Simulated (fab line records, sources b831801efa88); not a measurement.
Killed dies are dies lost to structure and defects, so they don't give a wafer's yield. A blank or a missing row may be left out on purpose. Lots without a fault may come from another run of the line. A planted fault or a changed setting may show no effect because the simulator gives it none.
One fault seen from 2 desks | flow sky130 | each desk has only its own numbers; what lay behind them comes last

THE METROLOGY DESK
What the gauges read, lot by lot, whatever tool the lot ran on: means of the sampled wafers that have a number. A lot is out of limits, marked OUT, if its mean lies more than 4 standard deviations from the usual mean; the brackets give that distance.
Columns: A = VT_ADJUST_PCH_OVL at SKY_VT_ADJUST_PCH_OVL_MEAS_07, usual -0.3 nm; B = GATE_OXIDE_OXIDATION_00_THK at SKY_GATE_OXIDE_THK_MEAS_02, usual 10.27 nm; C = LI_CONTACT_W_RS at SKY_LI_CONTACT_RS_MEAS_22, usual 0.285 ohm/sq; D = LI_CONTACT_W_THK at SKY_LI_CONTACT_THK_MEAS_23, usual 396 nm
lot  | first seen here | A    | B     | C                | D
L702 | day 11 16:34    | -1.1 | 10.25 | 0.289            | 386
L704 | day 12 00:01    | -1.7 | 10.35 | 0.292            | 379
L706 | day 12 14:25    | 0.6  | 10.24 | 0.286            | 400
L709 | day 13 09:50    | -2.0 | 10.49 | 0.287            | 389
L710 | day 13 17:45    | 1.3  | 9.96  | 0.282            | 398
L712 | day 14 01:05    | -1.5 | 10.23 | 0.287            | 392
L714 | day 15 00:31    | 0.2  | 10.41 | 0.288            | 390
L715 | day 15 03:21    | -0.0 | 10.15 | 0.226 (-15) OUT  | 386
L717 | day 15 15:01    | 0.2  | 10.42 | 0.285            | 403
L716 | day 15 20:34    | -0.6 | 10.32 | 0.255 (-7.6) OUT | 392
L718 | day 16 01:23    | 0.9  | 10.03 | 0.284            | 402
This desk's finding: out of limits on L715, L716; first on L715, day 34 09:34 (LI_CONTACT_W_RS at SKY_LI_CONTACT_RS_MEAS_22). In limits: L702, L704, L706, L709, L710, L712, L714, L717, L718.

THE TOOL OWNER'S DESK: cvd_w-02
The tool's own readings at SKY_LI_CONTACT_CVD_21 (deposits W, target thk 400 nm, time 120.56 s): means of the sampled wafers that have a number, for each lot that ran on this tool. A lot is out of limits, marked OUT, if its mean lies more than 4 standard deviations from the usual mean; the brackets give that distance.
Columns: A = heater_power_w at SKY_LI_CONTACT_CVD_21, usual 832 W
lot  | first seen here | A
L702 | day 30 20:23    | 864
L704 | day 30 22:03    | 869
L706 | day 31 10:31    | 847
L709 | day 32 12:05    | 865
L714 | day 34 02:08    | 839
L715 | day 34 09:25    | 856
L716 | day 34 18:26    | 852
This desk's finding: nothing out of limits on any of the 7 lots.

PUT TOGETHER
The metrology desk could have raised an alarm at day 34 09:34, on L715, L716.
The tool owner's desk saw nothing out of limits.
The tool owner's desk has L715, L716 on record, within its limits.
Of the lots named, all ran SKY_LI_CONTACT_CVD_21 on cvd_w-02.

WHAT THE SIMULATOR HAD PUT IN
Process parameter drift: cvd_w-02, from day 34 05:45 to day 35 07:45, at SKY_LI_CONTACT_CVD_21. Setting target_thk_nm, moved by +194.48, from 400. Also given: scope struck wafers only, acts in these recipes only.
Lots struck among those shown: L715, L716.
Hours from the fault's start to each desk's first reading out of limits: the metrology desk, 4.
